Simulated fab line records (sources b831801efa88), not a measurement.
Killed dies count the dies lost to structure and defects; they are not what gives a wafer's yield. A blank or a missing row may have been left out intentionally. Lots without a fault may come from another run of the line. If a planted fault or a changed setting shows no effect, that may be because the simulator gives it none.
fab line records ; flow sky130
[record] lots = 6; wafers = 18; lastDay = 50
route steps=708 shown VIA3@582 METAL4@598 PAD_OPEN@708
lots that met no fault: from a run of the same line without faults
startH: start of the lot's first displayed wafer, in hours after the record's first day ; waitH: hours from the lot's prior step to this one ; " as in the row above ; L1.1+2: a row that stands for several wafers ; - value missing, or start not given ; * or withheld: withheld ; < > ~ a bound
route shown NAME@n: names a module that has steps shown in the file, with the first one's number in the route ; usual: average and standard deviation across the fault-free wafers ; same: alike in all rows ; chamber/n: place in a boat ; sites: each site's reading ; _std_site: standard deviation of those values ; _edge_site: outer sites' mean less inner sites' ; radiusMm: for every site, how far away it sits from the centre of the wafer ; mask NAME#n: copy n ; behind: the most recent tool/chamber to have shaped the wafer ; hold: why the lot went on hold/how many hours it stayed there/how the hold came to an end ; device: the n, p or np transistor that did not switch ; end of line: the route-end tests of the same wafers ; a step with no rows: only its recipe ; killed: count of dies lost to structure and defects at first sort (not the wafer's yield) ; map: a wafer's dies, x killed, . not, _ none there
set.NAME: setting as actually run; set.NAME@STEP: the setting as run at that earlier step ; model.NAME: the simulator's own value behind a step, which no gauge read
lots at some steps of the route; a table a step, a row a wafer
services: from which hour (startH, from the record's first day; less than 0 if before it) a tool's chamber was out of use, for how many hours, and why
[[steps]]
[step SKY_VIA3_EXPOSE_09]
[recipe] maskId = VIM3; na = 0.8; sourceShape = annular; sigmaInner = 0.55; sigmaOuter = 0.85; targetCdNm = 200; doseMj = 38
[step SKY_VIA3_PEB_10]
[recipe] pebTempC = withheld; pebTimeS = withheld; resist = KrF-thick
[step SKY_VIA3_DEVELOP_11]
[recipe] developTimeS = 60; resist = KrF-thick; devTempC = 21
[step SKY_VIA3_CD_MEAS_12]
[recipe] targetCdNm = 200
[usual] cdNm = 200.4/1.5
lot.wafer;tool;chamber;startH;waitH;cdNm
L866.4;cdSem-01;-;941.72;-;198.3
L866.5;cdSem-01;-;941.72;-;199.4
L866.6;cdSem-01;-;941.72;-;198.6
L868.1;cdSem-02;-;965.86;-;198.4
L868.4;cdSem-02;-;965.86;-;199.0
L868.6;cdSem-02;-;965.86;-;198.0
L880.1;cdSem-01;-;1031.86;-;201.7
L880.3;cdSem-01;-;1031.86;-;202.8
L880.4;cdSem-01;-;1031.86;-;203.1
L881.3;cdSem-01;-;1032.82;-;198.3
L881.4;cdSem-01;-;1032.82;-;199.6
L881.5;cdSem-01;-;1032.82;-;198.4
L885.1;cdSem-02;-;1060.03;-;197.0
L885.2;cdSem-02;-;1060.03;-;197.3
L885.6;cdSem-02;-;1060.03;-;196.9
L886.1;cdSem-02;-;1070.43;-;198.9
L886.2;cdSem-02;-;1070.43;-;199.1
L886.4;cdSem-02;-;1070.43;-;199.5
[step SKY_VIA3_OVL_MEAS_13]
[usual] VIA3_OVL = -1/7.2
lot.wafer;tool;chamber;startH;waitH;VIA3_OVL[nm]
L866.4;overlay-02;-;941.79;0.1;-2
L866.5;overlay-02;-;941.79;0.1;5
L866.6;overlay-02;-;941.79;0.1;-3
L868.1;overlay-01;-;965.98;0.1;-13
L868.4;overlay-01;-;965.98;0.1;6
L868.6;overlay-01;-;965.98;0.1;0
L880.1;overlay-02;-;1031.98;0.1;-11
L880.3;overlay-02;-;1031.98;0.1;-8
L880.4;overlay-02;-;1031.98;0.1;3
L881.3;overlay-01;-;1032.92;0.1;8
L881.4;overlay-01;-;1032.92;0.1;-4
L881.5;overlay-01;-;1032.92;0.1;11
L885.1;overlay-02;-;1060.15;0.1;-2
L885.2;overlay-02;-;1060.15;0.1;-9
L885.6;overlay-02;-;1060.15;0.1;-2
L886.1;overlay-01;-;1070.55;0.1;5
L886.2;overlay-01;-;1070.55;0.1;6
L886.4;overlay-01;-;1070.55;0.1;12
[step SKY_VIA3_ETCH_14]
[recipe] chemistry = N2/H2; target = BARC; ionEnergyEv = 200; sourceW = 500; biasW = 100; pressureMtorr = 30; n2FlowSccm = 100; h2FlowSccm = 200; stopOn = SiO2; timeS = 45.9; targetDepthA = 600
[usual] drypumpMotorCurrentA = 5.5/0.51; oesProductAu = 0.855/0.0047; throttleValvePct = 13.224/0.0094
lot.wafer;tool;chamber;startH;waitH;drypumpMotorCurrentA;oesProductAu;rfHoursCounterH;throttleValvePct
L866.4;rieDiel-01;3;941.83;0.0;5.2;0.855;-;13.207
L866.5;rieDiel-01;0;941.83;0.0;6.4;0.853;-;13.226
L866.6;rieDiel-01;2;941.83;0.0;6.4;0.856;-;13.227
L868.1;rieDiel-02;0;966.01;0.0;5.7;0.856;16;13.214
L868.4;rieDiel-02;1;966.01;0.0;5.3;0.850;15;13.216
L868.6;rieDiel-02;2;966.01;0.0;5.6;0.865;-;13.220
L880.1;rieDiel-01;3;1032.01;0.0;5.2;0.851;13;13.222
L880.3;rieDiel-01;2;1032.01;0.0;6.4;0.852;27;13.238
L880.4;rieDiel-01;0;1032.01;0.0;6.4;0.851;26;13.230
L881.3;rieDiel-02;0;1032.94;0.0;5.7;0.856;18;13.229
L881.4;rieDiel-02;3;1032.94;0.0;5.0;0.862;14;13.233
L881.5;rieDiel-02;2;1032.94;0.0;5.6;0.858;-;13.221
L885.1;rieDiel-04;2;1060.19;0.0;4.9;0.864;14;13.231
L885.2;rieDiel-04;3;1060.19;0.0;5.6;0.852;21;13.237
L885.6;rieDiel-04;1;1060.19;0.0;5.8;0.845;-;13.209
L886.1;rieDiel-01;2;1070.59;0.0;6.4;0.855;28;13.217
L886.2;rieDiel-01;0;1070.59;0.0;6.5;0.863;27;13.225
L886.4;rieDiel-01;3;1070.59;0.0;5.2;0.861;14;13.222
[step SKY_VIA3_ETCH_15]
[recipe] target = SiO2; chemistry = C4F8/O2/Ar; targetDepthNm = 507; stopOn = TiN; maskMaterial = KrF-thick; sourceW = 1500; biasW = 1200; pressureMtorr = 40; c4f8FlowSccm = withheld; O2_flow_sccm = 6; Ar_flow_sccm = 300; timeS = 78
[usual] oesProductAu = 0.945/0.005
lot.wafer;tool;chamber;startH;waitH;oesProductAu;rfHoursCounterH
L866.4;rieDiel-01;3;941.88;0.0;0.944;-
L866.5;rieDiel-01;0;941.88;0.0;0.950;-
L866.6;rieDiel-01;2;941.88;0.0;0.943;-
L868.1;rieDiel-02;0;966.05;0.0;0.953;16
L868.4;rieDiel-02;1;966.05;0.0;0.940;15
L868.6;rieDiel-02;2;966.05;0.0;0.951;-
L880.1;rieDiel-01;3;1032.06;0.0;0.949;13
L880.3;rieDiel-01;2;1032.06;0.0;0.949;27
L880.4;rieDiel-01;0;1032.06;0.0;0.948;26
L881.3;rieDiel-02;0;1032.98;0.0;0.950;18
L881.4;rieDiel-02;3;1032.98;0.0;0.947;14
L881.5;rieDiel-02;2;1032.98;0.0;0.939;-
L885.1;rieDiel-04;2;1060.23;0.0;0.952;14
L885.2;rieDiel-04;3;1060.23;0.0;0.940;21
L885.6;rieDiel-04;1;1060.23;0.0;0.943;-
L886.1;rieDiel-01;2;1070.63;0.0;0.945;28
L886.2;rieDiel-01;0;1070.63;0.0;0.942;27
L886.4;rieDiel-01;3;1070.63;0.0;0.939;14
[step SKY_VIA3_STRIP_16]
[recipe] chemistry = O2/N2; powerW = 1400; pressureMtorr = 1500; platenTempC = withheld; o2FlowSccm = 3000; n2FlowSccm = 300; overashFraction = 0.5
[usual] drypumpMotorCurrentA = 5.9/0.46; oesProductAu = 0.403/0.0049; stripTimeToEndpointS = 4.134/0.027
lot.wafer;tool;chamber;startH;waitH;drypumpMotorCurrentA;oesProductAu;rfHoursCounterH;stripTimeToEndpointS
L866.4;plasmaAsher-02;0;941.95;0.0;5.9;0.396;-;4.121
L866.5;plasmaAsher-02;0;941.95;0.0;5.9;0.404;-;4.170
L866.6;plasmaAsher-02;1;941.95;0.0;5.6;0.398;-;4.145
L868.1;plasmaAsher-02;1;966.11;0.0;5.6;0.402;20;4.132
L868.4;plasmaAsher-02;0;966.11;0.0;5.9;0.394;-;4.156
L868.6;plasmaAsher-02;1;966.11;0.0;5.6;0.392;-;4.092
L880.1;plasmaAsher-02;0;1032.12;0.0;5.9;0.408;27;4.147
L880.3;plasmaAsher-02;0;1032.12;0.0;5.9;0.396;-;4.109
L880.4;plasmaAsher-02;1;1032.12;0.0;5.6;0.408;-;4.147
L881.3;plasmaAsher-03;0;1033.08;0.1;6.3;0.408;-;4.128
L881.4;plasmaAsher-03;1;1033.08;0.1;5.7;0.403;-;4.130
L881.5;plasmaAsher-03;1;1033.08;0.1;5.7;0.405;-;4.105
L885.1;plasmaAsher-02;0;1060.29;0.0;5.9;0.401;30;4.135
L885.2;plasmaAsher-02;1;1060.29;0.0;5.6;0.401;30;4.128
L885.6;plasmaAsher-02;1;1060.29;0.0;5.6;0.400;-;4.151
L886.1;plasmaAsher-04;1;1070.69;0.0;6.6;0.412;93;4.117
L886.2;plasmaAsher-04;0;1070.69;0.0;5.3;0.401;93;4.128
L886.4;plasmaAsher-04;0;1070.69;0.0;5.3;0.401;-;4.128
[step SKY_VIA3_STRIP_17]
[recipe] chemistry = postEtchResidueRemover; timeS = 1200; tempC = 72.5
[step SKY_VIA3_CLEAN_18]
[recipe] chemistry = IPA; timeS = 180; tempC = 25
[step SKY_VIA3_CLEAN_19]
[recipe] chemistry = O3/DIW; dry = n2Spin
[step SKY_VIA3_SPUTTER_20]
[recipe] material = TiN; targetThkNm = 20; chamberPressurePa = 5; powerW = 4000; timeS = 80
[usual] throttleValvePct = 30.1/1.2
lot.wafer;tool;chamber;startH;waitH;throttleValvePct
L866.4;pvdSputter-04;-;942.54;0.0;31.5
L866.5;pvdSputter-04;-;942.54;0.0;30.1
L866.6;pvdSputter-04;-;942.54;0.0;31.5
L868.1;pvdSputter-01;-;966.75;0.0;30.0
L868.4;pvdSputter-01;-;966.75;0.0;30.5
L868.6;pvdSputter-01;-;966.75;0.0;28.9
L880.1;pvdSputter-04;-;1032.74;0.0;31.5
L880.3;pvdSputter-04;-;1032.74;0.0;32.8
L880.4;pvdSputter-04;-;1032.74;0.0;31.5
L881.3;pvdSputter-03;-;1033.67;0.0;29.2
L881.4;pvdSputter-03;-;1033.67;0.0;29.2
L881.5;pvdSputter-03;-;1033.67;0.0;29.1
L885.1;pvdSputter-04;-;1060.93;0.0;31.2
L885.2;pvdSputter-04;-;1060.93;0.0;30.0
L885.6;pvdSputter-04;-;1060.93;0.0;32.8
L886.1;pvdSputter-01;-;1071.28;0.0;29.7
L886.2;pvdSputter-01;-;1071.28;0.0;30.2
L886.4;pvdSputter-01;-;1071.28;0.0;29.6
[step SKY_VIA3_CVD_21]
[recipe] material = W; targetThkNm = 390; timeS = 117.31; tempC = 400; pressureTorr = 40
[usual] heaterPowerW = 909/46
lot.wafer;tool;chamber;startH;waitH;heaterPowerW;model.W_of_VIA3_CVD_21.thkNm
L866.4;cvdW-01;1;942.61;0.0;911;394
L866.5;cvdW-01;0;942.61;0.0;952;389.1
L866.6;cvdW-01;1;942.61;0.0;904;392.2
L868.1;cvdW-02;0;966.81;0.0;898;397.9
L868.4;cvdW-02;1;966.81;0.0;824;391.2
L868.6;cvdW-02;0;966.81;0.0;911;396.6
L880.1;cvdW-02;1;1032.80;0.0;810;253.8
L880.3;cvdW-02;1;1032.80;0.0;817;255.9
L880.4;cvdW-02;0;1032.80;0.0;889;263.1
L881.3;cvdW-02;1;1033.77;0.1;833;256.6
L881.4;cvdW-02;0;1033.77;0.1;918;253.8
L881.5;cvdW-02;0;1033.77;0.1;912;259.4
L885.1;cvdW-01;1;1060.99;0.0;889;390.6
L885.2;cvdW-01;0;1060.99;0.0;969;392.8
L885.6;cvdW-01;1;1060.99;0.0;897;390.5
L886.1;cvdW-01;0;1071.35;0.0;966;396.6
L886.2;cvdW-01;1;1071.35;0.0;887;398.1
L886.4;cvdW-01;1;1071.35;0.0;924;398.3
[step SKY_VIA3_RS_MEAS_22]
[recipe] thkMeasGauge = four-point-probe; reads = W_of_VIA3_CVD_21+TiN_of_VIA3_SPUTTER_20
[usual] VIA3_W_RS = 0.2923/0.0025
lot.wafer;tool;chamber;startH;waitH;VIA3_W_RS[ohm/sq]
L866.4;filmMetro-04;-;942.75;0.1;0.2913
L866.5;filmMetro-04;-;942.75;0.1;0.2947
L866.6;filmMetro-04;-;942.75;0.1;0.2924
L868.1;filmMetro-03;-;966.93;0.1;0.2884
L868.4;filmMetro-03;-;966.93;0.1;0.2932
L868.6;filmMetro-03;-;966.93;0.1;0.2881
L880.1;filmMetro-02;-;1032.92;0.1;0.4550
L880.3;filmMetro-02;-;1032.92;0.1;0.4513
L880.4;filmMetro-02;-;1032.92;0.1;0.4381
L881.3;filmMetro-04;-;1033.89;0.1;0.4491
L881.4;filmMetro-04;-;1033.89;0.1;0.4536
L881.5;filmMetro-04;-;1033.89;0.1;0.4448
L885.1;filmMetro-02;-;1061.11;0.1;0.2939
L885.2;filmMetro-02;-;1061.11;0.1;0.2922
L885.6;filmMetro-02;-;1061.11;0.1;0.2946
L886.1;filmMetro-04;-;1071.47;0.1;0.2891
L886.2;filmMetro-04;-;1071.47;0.1;0.2884
L886.4;filmMetro-04;-;1071.47;0.1;0.2874
[step SKY_VIA3_THK_MEAS_23]
[recipe] thkMeasGauge = xrf; reads = W_of_VIA3_CVD_21
[usual] VIA3_W_THK = 405/7
lot.wafer;tool;chamber;startH;waitH;VIA3_W_THK[nm]
L866.4;filmMetro-04;-;942.84;0.1;410
L866.5;filmMetro-04;-;942.84;0.1;403
L866.6;filmMetro-04;-;942.84;0.1;406
L868.1;filmMetro-03;-;967.05;0.1;412
L868.4;filmMetro-03;-;967.05;0.1;407
L868.6;filmMetro-03;-;967.05;0.1;412
L880.1;filmMetro-02;-;1033.04;0.1;257
L880.3;filmMetro-02;-;1033.04;0.1;259
L880.4;filmMetro-02;-;1033.04;0.1;266
L881.3;filmMetro-04;-;1033.99;0.1;266
L881.4;filmMetro-04;-;1033.99;0.1;260
L881.5;filmMetro-04;-;1033.99;0.1;270
L885.1;filmMetro-02;-;1061.23;0.1;395
L885.2;filmMetro-02;-;1061.23;0.1;398
L885.6;filmMetro-02;-;1061.23;0.1;398
L886.1;filmMetro-04;-;1071.59;0.1;418
L886.2;filmMetro-04;-;1071.59;0.1;417
L886.4;filmMetro-04;-;1071.59;0.1;421
[step SKY_VIA3_CMP_24]
[recipe] stopOn = SiO2; tOverpolishS = 20; downForcePsi = 3.5; platenRpm = 60; targetThkNm = 0; padVelocityMS = 0.94248
[usual] motorCurrentA = 10.8/1.1; retainingRingPressureFrac = 0.999/0.0047; timeToEndpointS = 94/3.5
lot.wafer;tool;chamber;startH;waitH;motorCurrentA;retainingRingPressureFrac;timeToEndpointS
L866.4;cmp-01;1;943.02;0.2;11.3;1.000;98
L866.6;cmp-01;2;943.02;0.2;11.4;1.004;94
L866.5;cmp-01;3;943.02;0.2;11.0;1.002;87
L868.1;cmp-01;1;967.22;0.2;11.5;1.004;99
L868.4;cmp-01;3;967.22;0.2;10.9;1.007;91
L868.6;cmp-01;1;967.22;0.2;11.8;1.005;98
L880.4;cmp-02;0;1033.10;0.0;11.5;0.998;58
L880.3;cmp-02;1;1033.10;0.0;11.4;0.999;60
L880.1;cmp-02;2;1033.10;0.0;8.4;1.000;56
L881.3;cmp-02;1;1034.13;0.1;10.4;0.998;60
L881.4;cmp-02;2;1034.13;0.1;8.8;0.994;58
L881.5;cmp-02;3;1034.13;0.1;9.5;1.003;61
L885.2;cmp-02;1;1061.29;0.0;10.6;1.003;95
L885.1;cmp-02;2;1061.29;0.0;8.7;1.006;91
L885.6;cmp-02;1;1061.29;0.0;11.1;1.002;94
L886.2;cmp-02;1;1071.70;0.1;10.9;1.003;94
L886.4;cmp-02;2;1071.70;0.1;8.5;0.997;92
L886.1;cmp-02;3;1071.70;0.1;9.4;1.001;97
[step SKY_METAL4_SPUTTER_00]
[recipe] material = Ti; targetThkNm = 15; powerW = 3000; timeS = 10; chamberPressurePa = 0.4
[usual] throttleValvePct = 30.6/1.1
lot.wafer;tool;chamber;startH;waitH;throttleValvePct
L866.4;pvdSputter-03;-;943.17;0.1;29.8
L866.5;pvdSputter-03;-;943.17;0.1;28.9
L866.6;pvdSputter-03;-;943.17;0.1;29.4
L868.1;pvdSputter-04;-;967.52;0.2;31.6
L868.4;pvdSputter-04;-;967.52;0.2;32.5
L868.6;pvdSputter-04;-;967.52;0.2;31.4
L880.1;pvdSputter-02;-;1033.40;0.1;29.2
L880.3;pvdSputter-02;-;1033.40;0.1;30.5
L880.4;pvdSputter-02;-;1033.40;0.1;31.7
L881.3;pvdSputter-02;-;1034.33;0.1;29.2
L881.4;pvdSputter-02;-;1034.33;0.1;31.9
L881.5;pvdSputter-02;-;1034.33;0.1;29.1
L885.1;pvdSputter-02;-;1061.59;0.2;30.3
L885.2;pvdSputter-02;-;1061.59;0.2;31.4
L885.6;pvdSputter-02;-;1061.59;0.2;30.5
L886.1;pvdSputter-04;-;1071.95;0.1;31.3
L886.2;pvdSputter-04;-;1071.95;0.1;30.2
L886.4;pvdSputter-04;-;1071.95;0.1;32.6
[step SKY_PAD_OPEN_PROBE_99]
[usual] defectLimitedYield = 82.6/1.7; killed_at_M0_to_M3 = 42/6.4; killed_at_M4_up = 3.2/1.9; killedAtContacts = 24/4.8; killedAtFrontEnd = 16/4.4; killedAtOther = 0.3/0.55; killedDies = 86/8.6; killedOpen = 46/6.6; killedShort = 39/5.7; sort_bin_3_pad_short = 0.8/0.41; sort_bin_5_function = 10.3/1.5; sort_bin_6_memory = 6.3/1; sortNPass = 406/8.6; sortYieldPct = 82.6/1.7
[same] grossDies = 492; killedAtBackSide = 0; sort_bin_4_leakage[%] = 0; sort_bin_8_speed[%] = 0
lot.wafer;tool;chamber;startH;waitH;defectLimitedYield[%];killed_at_M0_to_M3;killed_at_M4_up;killedAtContacts;killedAtFrontEnd;killedAtOther;killedDies;killedOpen;killedShort;sort_bin_3_pad_short[%];sort_bin_5_function[%];sort_bin_6_memory[%];sortNPass;sortYieldPct[%]
L880.1;prober-01;-;1161.31;0.1;86.0;37;4;17;10;1;69;32;36;0.2;7.5;6.3;423;86.0
L881.3;prober-02;-;1163.18;0.2;81.3;46;0;32;13;1;92;46;46;1.4;10.2;7.1;400;81.3
L881.4;prober-02;-;1163.23;0.2;83.7;28;6;34;11;1;80;46;34;0.4;9.6;6.3;412;83.7
L881.5;prober-02;-;1163.28;0.2;83.5;39;4;30;7;1;81;43;38;1.0;10.0;5.5;411;83.5
// killed by level:class
L880.1 VIA1:geometricParticle:open=9 CONTACT:geometricParticle:open=8 METAL1:geometricParticle:short=6 VIA1:geometricParticle:short=5 FIELD_ISO:geometricParticle:short=4 LOCAL_INTERCONNECT:geometricParticle:short=4 METAL2:geometricParticle:short=4 VIA3:geometricParticle:open=4
L881.3 LI_CONTACT:geometricParticle:open=10 CONTACT:geometricParticle:open=10 VIA1:geometricParticle:open=9 VIA1:geometricParticle:short=8 VIA3:geometricParticle:open=7 METAL1:geometricParticle:short=6 LOCAL_INTERCONNECT:geometricParticle:short=5 CONTACT:geometricParticle:short=5
L881.4 CONTACT:geometricParticle:open=16 LI_CONTACT:geometricParticle:open=10 VIA1:geometricParticle:open=7 METAL1:geometricParticle:short=5 METAL4:geometricParticle:short=5 LI_CONTACT:geometricParticle:short=4 FIELD_ISO:geometricParticle:short=3 POLY_GATE:geometricParticle:open=3
L881.5 LI_CONTACT:geometricParticle:open=9 CONTACT:geometricParticle:open=8 VIA1:geometricParticle:open=8 VIA3:geometricParticle:open=7 LOCAL_INTERCONNECT:geometricParticle:short=7 CONTACT:geometricParticle:short=5 FIELD_ISO:geometricParticle:short=4 VIA2:geometricParticle:short=4
[[services]]
tool;chamber;startH;hours;kind
pvdSputter-01;-;923.22;5.2;repair
cvdW-02;-;925.78;2.8;pm
rieDiel-02;3;928.86;18.5;repair
pvdSputter-04;3;933.74;-;consumableReplace:kit
pvdSputter-04;3;933.74;18.0;scheduledDown
pvdSputter-04;3;933.74;18.0;ventCycle
cmp-02;-;935.33;0.6;repair
pvdSputter-04;-;953.60;0.5;repair
rieDiel-04;3;963.90;4.3;repair
cmp-02;-;965.66;5.7;pm
cmp-01;-;990.01;2.4;repair
cmp-02;-;994.07;4.6;repair
rieDiel-02;0;996.02;2.6;repair
cmp-02;-;1010.64;0.8;repair
plasmaAsher-02;-;1019.84;2.8;pm
rieDiel-01;-;1026.96;0.9;repair
pvdSputter-02;-;1027.54;0.5;repair
cvdW-02;1;1034.14;8.8;repair
pvdSputter-04;2;1045.99;-;consumableReplace:kit
plasmaAsher-03;-;1055.25;9.0;pm
cmp-01;-;1056.99;0.8;repair
pvdSputter-01;-;1063.79;1.6;repair
rieDiel-02;-;1063.87;14.6;pm
cvdW-01;-;1069.19;1.4;repair
[[key]]
[firstSign] step = SKY_VIA3_RS_MEAS_22; reading = VIA3_W_RS; direction = up; sigmas = 62; usual = 0.2923; struck = 0.4487
[effect] step = SKY_VIA3_THK_MEAS_23; reading = VIA3_W_THK; direction = down; sigmas = 20; usual = 405; struck = 263
[effect] step = SKY_VIA3_CMP_24; reading = timeToEndpointS; direction = down; sigmas = 10; usual = *; struck = *
[modelEffect] step = SKY_VIA3_CVD_21; value = W_of_VIA3_CVD_21.thkNm; without = 390.4; struck = 257.1
metAt SKY_VIA3_CVD_21
struckWafers L880.1,L880.3,L880.4,L881.3,L881.4,L881.5
onsetBetween 966.81 1032.80
[fault] kind = processParameterDrift; tool = cvdW-02; chamber = -; onsetH = 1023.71; steps = SKY_VIA3_CVD_21; channel = targetThkNm; offset = -132.82; shape = step; endH = 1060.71; actsIn = theseRecipesOnly; stated = 390
